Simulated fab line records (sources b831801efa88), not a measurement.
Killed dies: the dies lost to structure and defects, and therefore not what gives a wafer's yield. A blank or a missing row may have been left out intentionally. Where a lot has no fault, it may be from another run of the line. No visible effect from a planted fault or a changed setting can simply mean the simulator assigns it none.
fab line records	flow gf180mcu
record: lots: 24	wafers: 72	last-day: 34
route steps=602 shown V3@443 V4@491 MIM@509 PASSIVATION@601
lots that met no fault: taken from a fault-free run of the same line
start-h: hours from the record's opening day to when the first of the lot's shown wafers began	wait-h: time in hours since the lot's previous step	" the same as in the row above	L1.1+2: one row covering several wafers at once	- no value present, or no start provided	* or withheld: withheld	< > ~ a bound
route shown NAME@n: a module of which the file shows steps, and the number in the route of the first	usual: average and standard deviation across the fault-free wafers	same: alike in all rows	chamber/n: place in a boat	sites: per-site readings	_std_site: the values' standard deviation	_edge_site: inner sites' mean taken away from outer sites' mean	radius-mm: for every site, how far away it sits from the centre of the wafer	mask NAME#n: copy n	behind: tool/chamber where the wafer was last shaped	hold: the reason the lot was held/the length of the hold in hours/how it ended	device: the n, p or np transistor that did not switch	end of line: at the end of the route, the tests of the same wafers	for a step that has no rows: nothing shown but its recipe	killed: at the first sort, the dies lost to defects and structure; wafer yield is something else	map: shows each die of a wafer: x if killed, . if not, _ if none is there
set.NAME: the run value of the setting; set.NAME@STEP: its run value at that earlier step	model.NAME: the simulator's own value behind a step, which no gauge read
a sample of lots followed through the steps of the route, with each step as a table and each wafer as a row
services: the hour from which a tool's chamber was out of use, counted from the record's first day as start-h (under 0 if before that day), plus the number of hours and why
== steps ==
step: GF_V3_CD_MEAS_14
recipe: target-cd-nm: 260
usual: cd-nm: 259.9/1.3
lot.wafer	tool	chamber	start-h	wait-h	cd-nm
L074.1	cd-sem-02	-	512.03	0.1	262.7
L074.3	"	-	"	"	261.1
L074.5	"	-	"	"	261.7
L075.1	cd-sem-02	-	515.58	0.1	260.5
L075.2	"	-	"	"	261.9
L075.6	"	-	"	"	261.3
L076.1	cd-sem-01	-	526.58	0.1	260.2
L076.3	"	-	"	"	261.1
L076.4	"	-	"	"	261.5
L077.1	cd-sem-02	-	536.29	0.1	260.0
L077.3	"	-	"	"	260.3
L077.4	"	-	"	"	260.1
L078.3	cd-sem-02	-	544.02	0.1	261.3
L078.5	"	-	"	"	260.7
L078.6	"	-	"	"	260.1
L079.2	cd-sem-02	-	551.35	0.1	258.6
L079.3	"	-	"	"	259.7
L079.4	"	-	"	"	258.1
L080.2	cd-sem-01	-	562.34	0.2	260.8
L080.4	"	-	"	"	262.0
L080.6	"	-	"	"	261.8
L081.2	cd-sem-01	-	575.13	0.2	258.4
L081.4	"	-	"	"	257.9
L081.5	"	-	"	"	260.1
L082.3	cd-sem-02	-	575.47	0.1	260.3
L082.4	"	-	"	"	259.1
L082.6	"	-	"	"	258.7
L083.2	cd-sem-02	-	587.65	0.1	261.1
L083.3	"	-	"	"	259.6
L083.5	"	-	"	"	260.2
L084.1	cd-sem-01	-	605.07	0.1	258.6
L084.3	"	-	"	"	257.3
L084.5	"	-	"	"	259.2
L085.2	cd-sem-01	-	612.91	0.1	261.4
L085.3	"	-	"	"	261.9
L085.4	"	-	"	"	261.3
L086.2	cd-sem-01	-	618.06	0.1	257.3
L086.4	"	-	"	"	256.8
L086.5	"	-	"	"	257.6
L087.2	cd-sem-02	-	623.66	0.1	260.5
L087.4	"	-	"	"	261.5
L087.5	"	-	"	"	261.5
L088.1	cd-sem-01	-	628.19	0.1	257.3
L088.5	"	-	"	"	258.2
L088.6	"	-	"	"	257.3
L090.3	cd-sem-01	-	643.62	0.1	260.6
L090.5	"	-	"	"	260.8
L090.6	"	-	"	"	261.3
L089.1	cd-sem-01	-	648.14	0.1	260.9
L089.4	"	-	"	"	259.9
L089.6	"	-	"	"	259.7
L091.1	cd-sem-01	-	652.39	0.1	259.0
L091.2	"	-	"	"	260.3
L091.4	"	-	"	"	258.9
L092.3	cd-sem-01	-	653.31	0.1	261.0
L092.4	"	-	"	"	260.5
L092.5	"	-	"	"	260.9
L093.3	cd-sem-01	-	661.13	0.1	260.7
L093.4	"	-	"	"	260.1
L093.6	"	-	"	"	258.8
L094.2	cd-sem-01	-	668.40	0.1	258.9
L094.3	"	-	"	"	258.7
L094.4	"	-	"	"	258.9
L096.1	cd-sem-02	-	683.49	0.1	260.9
L096.3	"	-	"	"	260.8
L096.6	"	-	"	"	260.6
L095.2	cd-sem-01	-	683.70	0.1	257.9
L095.4	"	-	"	"	258.1
L095.6	"	-	"	"	258.3
L097.3	cd-sem-01	-	693.16	0.1	258.6
L097.4	"	-	"	"	259.5
L097.5	"	-	"	"	258.5
step: GF_V4_OVL_MEAS_15
usual: V4_OVL: 4/4.8
lot.wafer	tool	chamber	start-h	wait-h	V4_OVL[nm]
L074.1	overlay-01	-	560.84	0.1	-1
L074.3	"	-	"	"	6
L074.5	"	-	"	"	6
L075.1	overlay-02	-	563.35	0.1	2
L075.2	"	-	"	"	3
L075.6	"	-	"	"	-1
L076.1	overlay-02	-	574.17	0.1	-2
L076.3	"	-	"	"	-1
L076.4	"	-	"	"	3
L077.1	overlay-02	-	584.65	0.1	6
L077.3	"	-	"	"	7
L077.4	"	-	"	"	7
L078.3	overlay-02	-	591.06	0.1	2
L078.5	"	-	"	"	4
L078.6	"	-	"	"	-2
L079.2	overlay-02	-	596.35	0.1	0
L079.3	"	-	"	"	8
L079.4	"	-	"	"	5
L080.2	overlay-02	-	607.10	0.1	0
L080.4	"	-	"	"	2
L080.6	"	-	"	"	3
L081.2	overlay-01	-	620.96	0.1	6
L081.4	"	-	"	"	3
L081.5	"	-	"	"	2
L082.3	overlay-02	-	621.32	0.1	8
L082.4	"	-	"	"	9
L082.6	"	-	"	"	9
L083.2	overlay-02	-	632.43	0.1	8
L083.3	"	-	"	"	6
L083.5	"	-	"	"	9
L084.1	overlay-01	-	648.72	0.1	5
L084.3	"	-	"	"	10
L084.5	"	-	"	"	2
L085.2	overlay-02	-	655.96	0.1	-1
L085.3	"	-	"	"	2
L085.4	"	-	"	"	1
L086.2	overlay-02	-	661.75	0.1	1
L086.4	"	-	"	"	4
L086.5	"	-	"	"	5
L087.2	overlay-01	-	666.53	0.1	9
L087.4	"	-	"	"	10
L087.5	"	-	"	"	16
L088.1	overlay-01	-	670.95	0.1	0
L088.5	"	-	"	"	5
L088.6	"	-	"	"	8
L090.3	overlay-02	-	685.86	0.1	0
L090.5	"	-	"	"	-3
L090.6	"	-	"	"	4
L089.1	overlay-01	-	689.65	0.1	7
L089.4	"	-	"	"	2
L089.6	"	-	"	"	9
L091.1	overlay-01	-	693.40	0.1	-4
L091.2	"	-	"	"	1
L091.4	"	-	"	"	0
L092.3	overlay-02	-	694.36	0.1	6
L092.4	"	-	"	"	6
L092.5	"	-	"	"	12
L093.3	overlay-01	-	702.61	0.1	15
L093.4	"	-	"	"	8
L093.6	"	-	"	"	9
L094.2	overlay-01	-	708.70	0.1	0
L094.3	"	-	"	"	-1
L094.4	"	-	"	"	1
L095.2	overlay-02	-	723.00	0.1	0
L095.4	"	-	"	"	-8
L095.6	"	-	"	"	-7
L096.1	overlay-01	-	723.69	0.1	4
L096.3	"	-	"	"	8
L096.6	"	-	"	"	13
L097.3	overlay-01	-	732.46	0.1	9
L097.4	"	-	"	"	-1
L097.5	"	-	"	"	2
step: GF_V4_ETCH_16
recipe: chemistry: N2/H2	target-depth-a: withheld	overetch-a: withheld	time-s: withheld	target: BARC	ion-energy-ev: 200	source-w: 500	bias-w: 100	pressure-mtorr: 30.85	n2-flow-sccm: 100	h2-flow-sccm: 200
usual: chamber-pressure-mTorr: 30.849/0.027	drypump-motor-current-A: 5.8/0.48	oes-product-au: 0.854/0.0051	rf-fwd-power-W: 495.7/2.5	throttle-valve-pct: 13.013/0.0091
lot.wafer	tool	chamber	start-h	wait-h	chamber-pressure-mTorr	drypump-motor-current-A	oes-product-au	rf-fwd-power-W	throttle-valve-pct
L074.1	rie-diel-02	1	560.88	0.0	30.859	5.5	0.861	492.4	13.019
L074.3	"	0	"	"	30.824	4.9	0.857	495.1	12.998
L074.5	"	0	"	"	30.849	4.9	0.852	496.7	13.008
L075.1	rie-diel-02	0	563.39	0.0	30.870	4.9	0.856	495.3	13.024
L075.2	"	3	"	"	30.825	6.6	0.856	491.2	13.018
L075.6	"	1	"	"	30.881	5.5	0.860	495.7	13.016
L076.1	rie-diel-04	0	574.21	0.0	30.874	5.3	0.852	493.1	13.009
L076.3	"	3	"	"	30.870	5.6	0.853	497.7	13.027
L076.4	"	2	"	"	30.805	5.7	0.857	495.6	13.019
L077.1	rie-diel-01	2	584.69	0.0	30.807	6.3	0.855	495.6	13.015
L077.3	"	3	"	"	30.830	6.5	0.856	496.8	13.018
L077.4	"	1	"	"	30.824	5.4	0.854	496.0	13.017
L078.3	rie-diel-04	3	591.08	0.0	30.825	5.7	0.859	498.9	13.017
L078.5	"	3	"	"	30.876	5.7	0.855	498.4	13.000
L078.6	"	2	"	"	30.881	5.7	0.860	496.8	13.002
L079.2	rie-diel-01	0	596.38	0.0	30.915	5.4	0.862	495.6	13.022
L079.3	"	3	"	"	30.900	6.5	0.850	499.9	13.025
L079.4	"	2	"	"	30.868	6.3	0.854	498.8	12.997
L080.2	rie-diel-04	3	607.13	0.0	30.837	5.7	0.859	496.9	13.017
L080.4	"	2	"	"	30.829	5.8	0.852	496.8	13.014
L080.6	"	0	"	"	30.863	5.3	0.857	494.0	13.022
L081.2	rie-diel-01	3	620.99	0.0	30.855	6.5	0.849	499.3	13.028
L081.4	"	0	"	"	30.872	5.5	0.866	492.3	13.006
L081.5	"	2	"	"	30.839	6.4	0.862	493.6	13.020
L082.3	rie-diel-02	1	621.34	0.0	30.867	5.5	0.855	495.3	13.005
L082.4	"	0	"	"	30.842	4.9	0.850	492.3	13.017
L082.6	"	0	"	"	30.853	4.9	0.856	492.4	13.002
L083.2	rie-diel-02	1	632.46	0.0	30.840	5.5	0.856	495.0	13.021
L083.3	"	2	"	"	30.843	5.4	0.856	495.8	13.013
L083.5	"	3	"	"	30.856	6.6	0.864	490.0	13.022
L084.1	rie-diel-01	0	648.76	0.0	30.873	5.4	0.860	495.2	13.037
L084.3	"	2	"	"	30.844	6.3	0.854	496.0	13.018
L084.5	"	1	"	"	30.847	5.4	0.848	491.2	13.022
L085.2	rie-diel-01	2	655.99	0.0	30.861	6.3	0.856	495.0	13.003
L085.3	"	3	"	"	30.824	6.5	0.850	497.9	13.014
L085.4	"	0	"	"	30.861	5.4	0.854	494.7	12.996
L086.2	rie-diel-04	0	661.78	0.0	30.832	5.3	0.858	495.9	13.025
L086.4	"	1	"	"	30.884	5.6	0.855	493.4	13.003
L086.5	"	3	"	"	30.815	5.7	0.844	499.4	13.011
L087.2	rie-diel-02	1	666.56	0.0	30.794	5.5	0.851	497.9	13.016
L087.4	"	2	"	"	30.876	5.4	0.862	499.0	12.994
L087.5	"	1	"	"	30.867	5.5	0.851	497.1	13.016
L088.1	rie-diel-01	3	670.99	0.0	30.848	6.5	0.852	497.8	13.005
L088.5	"	0	"	"	30.806	5.5	0.852	495.1	12.992
L088.6	"	2	"	"	30.819	6.4	0.852	494.9	13.008
L090.3	rie-diel-04	3	685.89	0.0	30.843	5.7	0.861	498.0	13.017
L090.5	"	2	"	"	30.834	5.7	0.850	499.1	13.006
L090.6	"	3	"	"	30.835	5.6	0.854	497.6	13.019
L089.1	rie-diel-04	3	689.69	0.0	30.839	5.7	0.853	499.9	13.017
L089.4	"	1	"	"	30.823	5.6	0.855	496.7	13.004
L089.6	"	0	"	"	30.881	5.3	0.859	495.6	13.012
L091.1	rie-diel-04	2	693.44	0.0	30.835	5.7	0.848	499.3	13.008
L091.2	"	0	"	"	30.864	5.3	0.860	496.5	13.016
L091.4	"	1	"	"	30.851	5.6	0.852	496.1	13.010
L092.3	rie-diel-01	1	694.38	0.0	30.848	5.4	0.851	491.8	13.017
L092.4	"	2	"	"	30.832	6.3	0.850	493.8	13.007
L092.5	"	2	"	"	30.851	6.3	0.854	496.6	13.018
L093.3	rie-diel-01	3	702.64	0.0	30.849	6.5	0.853	499.7	13.000
L093.4	"	2	"	"	30.849	6.3	0.855	495.6	13.015
L093.6	"	2	"	"	30.905	6.3	0.854	496.9	13.009
L094.2	rie-diel-01	3	708.73	0.0	30.820	6.5	0.857	495.7	13.011
L094.3	"	2	"	"	30.895	6.3	0.863	495.6	13.020
L094.4	"	0	"	"	30.879	5.4	0.861	496.8	13.021
L095.2	rie-diel-01	0	723.03	0.0	30.829	5.4	0.854	495.1	13.011
L095.4	"	1	"	"	30.851	5.4	0.852	495.6	12.995
L095.6	"	3	"	"	30.858	6.5	0.853	497.7	13.001
L096.1	rie-diel-04	3	723.73	0.0	30.817	5.7	0.853	497.6	13.026
L096.3	"	1	"	"	30.835	5.6	0.861	496.1	13.016
L096.6	"	3	"	"	30.884	5.7	0.853	495.9	13.003
L097.3	rie-diel-01	3	732.48	0.0	30.867	6.5	0.854	499.2	13.031
L097.4	"	0	"	"	30.813	5.4	0.851	495.8	13.012
L097.5	"	2	"	"	30.866	6.3	0.855	495.7	13.013
step: GF_V4_THK_MEAS_25
recipe: thk-meas-gauge: xrf	reads: W_of_V4_CVD_23
usual: V4_W_THK: 362/5.7
lot.wafer	tool	chamber	start-h	wait-h	V4_W_THK[nm]
L074.1	film-metro-01	-	561.99	0.1	359
L074.3	"	-	"	"	360
L074.5	"	-	"	"	361
L075.1	film-metro-04	-	564.50	0.1	369
L075.2	"	-	"	"	363
L075.6	"	-	"	"	361
L076.1	film-metro-04	-	575.31	0.1	359
L076.3	"	-	"	"	359
L076.4	"	-	"	"	358
L077.1	film-metro-04	-	585.83	0.1	364
L077.3	"	-	"	"	361
L077.4	"	-	"	"	363
L078.3	film-metro-01	-	592.10	0.1	359
L078.5	"	-	"	"	358
L078.6	"	-	"	"	360
L079.2	film-metro-04	-	597.39	0.1	364
L079.3	"	-	"	"	373
L079.4	"	-	"	"	369
L080.2	film-metro-03	-	608.17	0.1	362
L080.4	"	-	"	"	358
L080.6	"	-	"	"	359
L081.2	film-metro-04	-	622.00	0.1	369
L081.4	"	-	"	"	373
L081.5	"	-	"	"	362
L082.3	film-metro-03	-	622.35	0.1	356
L082.4	"	-	"	"	358
L082.6	"	-	"	"	359
L083.2	film-metro-03	-	633.49	0.1	359
L083.3	"	-	"	"	354
L083.5	"	-	"	"	360
L084.1	film-metro-04	-	649.75	0.1	360
L084.3	"	-	"	"	361
L084.5	"	-	"	"	361
L085.2	film-metro-01	-	657.03	0.1	365
L085.3	"	-	"	"	368
L085.4	"	-	"	"	362
L086.2	film-metro-03	-	662.82	0.1	350
L086.4	"	-	"	"	360
L086.5	"	-	"	"	351
L087.2	film-metro-04	-	667.57	0.1	370
L087.4	"	-	"	"	368
L087.5	"	-	"	"	366
L088.1	film-metro-04	-	671.98	0.1	369
L088.5	"	-	"	"	371
L088.6	"	-	"	"	367
L090.3	film-metro-04	-	687.25	0.1	365
L090.5	"	-	"	"	370
L090.6	"	-	"	"	370
L089.1	film-metro-01	-	690.68	0.1	362
L089.4	"	-	"	"	366
L089.6	"	-	"	"	364
L091.1	film-metro-01	-	694.43	0.1	359
L091.2	"	-	"	"	354
L091.4	"	-	"	"	349
L092.3	film-metro-04	-	695.39	0.1	365
L092.4	"	-	"	"	361
L092.5	"	-	"	"	367
L093.3	film-metro-01	-	703.66	0.1	358
L093.4	"	-	"	"	360
L093.6	"	-	"	"	356
L094.2	film-metro-01	-	709.77	0.1	356
L094.3	"	-	"	"	355
L094.4	"	-	"	"	354
L095.2	film-metro-01	-	724.07	0.1	357
L095.4	"	-	"	"	358
L095.6	"	-	"	"	362
L096.1	film-metro-01	-	724.76	0.1	352
L096.3	"	-	"	"	355
L096.6	"	-	"	"	348
L097.3	film-metro-04	-	733.56	0.1	368
L097.4	"	-	"	"	374
L097.5	"	-	"	"	364
step: GF_MIM_THK_MEAS_06
recipe: reads: Si3N4_of_MIM_CVD_05
usual: MIM_CVD_05_THK: 42.0/0.68
lot.wafer	tool	chamber	start-h	wait-h	MIM_CVD_05_THK[nm]
L074.1	film-metro-02	-	562.71	0.0	42.5
L074.3	"	-	"	"	41.5
L074.5	"	-	"	"	42.9
L075.1	film-metro-04	-	565.11	0.0	41.6
L075.2	"	-	"	"	41.0
L075.6	"	-	"	"	41.4
L076.1	film-metro-04	-	576.09	0.0	41.5
L076.3	"	-	"	"	41.1
L076.4	"	-	"	"	41.6
L077.1	film-metro-03	-	586.44	0.0	41.3
L077.3	"	-	"	"	41.6
L077.4	"	-	"	"	41.9
L078.3	film-metro-04	-	592.72	0.0	41.1
L078.5	"	-	"	"	41.7
L078.6	"	-	"	"	43.6
L079.2	film-metro-03	-	598.01	0.0	41.3
L079.3	"	-	"	"	40.9
L079.4	"	-	"	"	41.6
L080.2	film-metro-04	-	608.79	0.0	42.7
L080.4	"	-	"	"	42.6
L080.6	"	-	"	"	42.5
L081.2	film-metro-02	-	622.62	0.0	41.8
L081.4	"	-	"	"	41.9
L081.5	"	-	"	"	43.7
L082.3	film-metro-04	-	622.97	0.0	42.2
L082.4	"	-	"	"	42.6
L082.6	"	-	"	"	42.0
L083.2	film-metro-03	-	634.11	0.0	41.9
L083.3	"	-	"	"	41.9
L083.5	"	-	"	"	42.1
L084.1	film-metro-04	-	650.39	0.0	41.6
L084.3	"	-	"	"	42.1
L084.5	"	-	"	"	41.7
L085.2	film-metro-04	-	657.65	0.0	40.9
L085.3	"	-	"	"	41.7
L085.4	"	-	"	"	42.3
L086.2	film-metro-03	-	663.43	0.0	42.5
L086.4	"	-	"	"	42.6
L086.5	"	-	"	"	43.0
L087.2	film-metro-02	-	668.18	0.0	41.6
L087.4	"	-	"	"	42.3
L087.5	"	-	"	"	42.3
L088.1	film-metro-03	-	672.60	0.0	41.2
L088.5	"	-	"	"	41.9
L088.6	"	-	"	"	41.5
L090.3	film-metro-02	-	687.86	0.0	42.3
L090.5	"	-	"	"	42.6
L090.6	"	-	"	"	41.8
L089.1	film-metro-02	-	691.30	0.0	41.5
L089.4	"	-	"	"	42.1
L089.6	"	-	"	"	42.9
L091.1	film-metro-04	-	695.05	0.0	41.4
L091.2	"	-	"	"	41.3
L091.4	"	-	"	"	41.7
L092.3	film-metro-04	-	696.01	0.0	39.8
L092.4	"	-	"	"	40.7
L092.5	"	-	"	"	42.0
L093.3	film-metro-04	-	704.27	0.0	41.1
L093.4	"	-	"	"	41.7
L093.6	"	-	"	"	43.3
L094.2	film-metro-03	-	710.52	0.0	41.6
L094.3	"	-	"	"	42.5
L094.4	"	-	"	"	42.7
L095.2	film-metro-04	-	724.69	0.0	42.2
L095.4	"	-	"	"	41.3
L095.6	"	-	"	"	42.7
L096.1	film-metro-02	-	725.37	0.0	41.8
L096.3	"	-	"	"	41.9
L096.6	"	-	"	"	42.5
L097.3	film-metro-02	-	734.91	0.0	42.5
L097.4	"	-	"	"	42.8
L097.5	"	-	"	"	43.1
step: GF_PASSIVATION_BOW_MEAS_14
recipe: mode: bow
usual: PASSIVATION_BOW: 140/9
lot.wafer	tool	chamber	start-h	wait-h	PASSIVATION_BOW[um]
L074.1	film-metro-03	-	670.98	0.0	156
L074.3	"	-	"	"	141
L074.5	"	-	"	"	141
L075.1	film-metro-01	-	674.38	0.0	131
L075.2	"	-	"	"	148
L075.6	"	-	"	"	143
L076.1	film-metro-04	-	684.33	0.0	150
L076.3	"	-	"	"	144
L076.4	"	-	"	"	155
L077.1	film-metro-03	-	694.38	0.1	120
L077.3	"	-	"	"	121
L077.4	"	-	"	"	113
L078.3	film-metro-03	-	699.80	0.0	147
L078.5	"	-	"	"	141
L078.6	"	-	"	"	145
L079.2	film-metro-03	-	703.99	0.0	139
L079.3	"	-	"	"	141
L079.4	"	-	"	"	137
L080.2	film-metro-01	-	712.51	0.0	145
L080.4	"	-	"	"	154
L080.6	"	-	"	"	146
L081.2	film-metro-04	-	724.30	0.0	123
L081.4	"	-	"	"	132
L081.5	"	-	"	"	121
L082.3	film-metro-04	-	725.82	0.0	134
L082.4	"	-	"	"	143
L082.6	"	-	"	"	132
L083.2	film-metro-01	-	734.45	0.0	138
L083.3	"	-	"	"	137
L083.5	"	-	"	"	139
L084.1	film-metro-04	-	748.74	0.0	132
L084.3	"	-	"	"	123
L084.5	"	-	"	"	140
L085.2	film-metro-04	-	754.21	0.0	132
L085.3	"	-	"	"	129
L085.4	"	-	"	"	131
L086.2	film-metro-03	-	760.00	0.0	126
L086.4	"	-	"	"	132
L086.5	"	-	"	"	119
L087.2	film-metro-04	-	763.14	0.0	147
L087.4	"	-	"	"	146
L087.5	"	-	"	"	142
L088.1	film-metro-04	-	766.98	0.0	143
L088.5	"	-	"	"	137
L088.6	"	-	"	"	151
L090.3	film-metro-04	-	781.74	0.1	131
L090.5	"	-	"	"	137
L090.6	"	-	"	"	145
L089.1	film-metro-01	-	782.77	0.0	144
L089.4	"	-	"	"	139
L089.6	"	-	"	"	149
L091.1	film-metro-03	-	787.12	0.0	135
L091.2	"	-	"	"	133
L091.4	"	-	"	"	138
L092.3	film-metro-01	-	788.83	0.0	138
L092.4	"	-	"	"	145
L092.5	"	-	"	"	151
L093.3	film-metro-01	-	794.47	0.0	148
L093.4	"	-	"	"	140
L093.6	"	-	"	"	150
L094.2	film-metro-01	-	799.01	0.0	127
L094.3	"	-	"	"	140
L094.4	"	-	"	"	135
L095.2	film-metro-03	-	810.61	0.0	134
L095.4	"	-	"	"	154
L095.6	"	-	"	"	144
L096.1	film-metro-01	-	810.87	0.0	143
L096.3	"	-	"	"	143
L096.6	"	-	"	"	154
L097.3	film-metro-01	-	820.11	0.0	128
L097.4	"	-	"	"	136
L097.5	"	-	"	"	130
== services ==
tool	chamber	start-h	hours	kind
rie-diel-04	2	547.03	13.3	repair
rie-diel-04	1	547.68	4.3	repair
rie-diel-01	-	562.96	0.7	repair
rie-diel-02	1	565.03	12.1	repair
rie-diel-02	2	574.96	7.2	repair
rie-diel-02	3	585.89	16.0	repair
rie-diel-02	2	607.09	4.4	repair
rie-diel-04	1	622.98	-	clean
rie-diel-04	1	622.98	14.5	scheduled-down
rie-diel-04	1	622.98	14.5	vent-cycle
rie-diel-02	1	642.19	5.3	repair
rie-diel-01	1	658.93	-	clean
rie-diel-01	1	658.93	25.2	scheduled-down
rie-diel-01	1	658.93	25.2	vent-cycle
rie-diel-04	3	662.23	1.9	repair
rie-diel-04	2	666.92	4.8	repair
rie-diel-04	1	670.45	1.8	repair
rie-diel-01	0	694.54	1.7	repair
rie-diel-04	2	697.10	22.2	repair
rie-diel-04	1	697.78	3.5	repair
rie-diel-02	1	722.82	1.3	repair
rie-diel-04	0	722.88	5.1	repair
== key ==
fault none
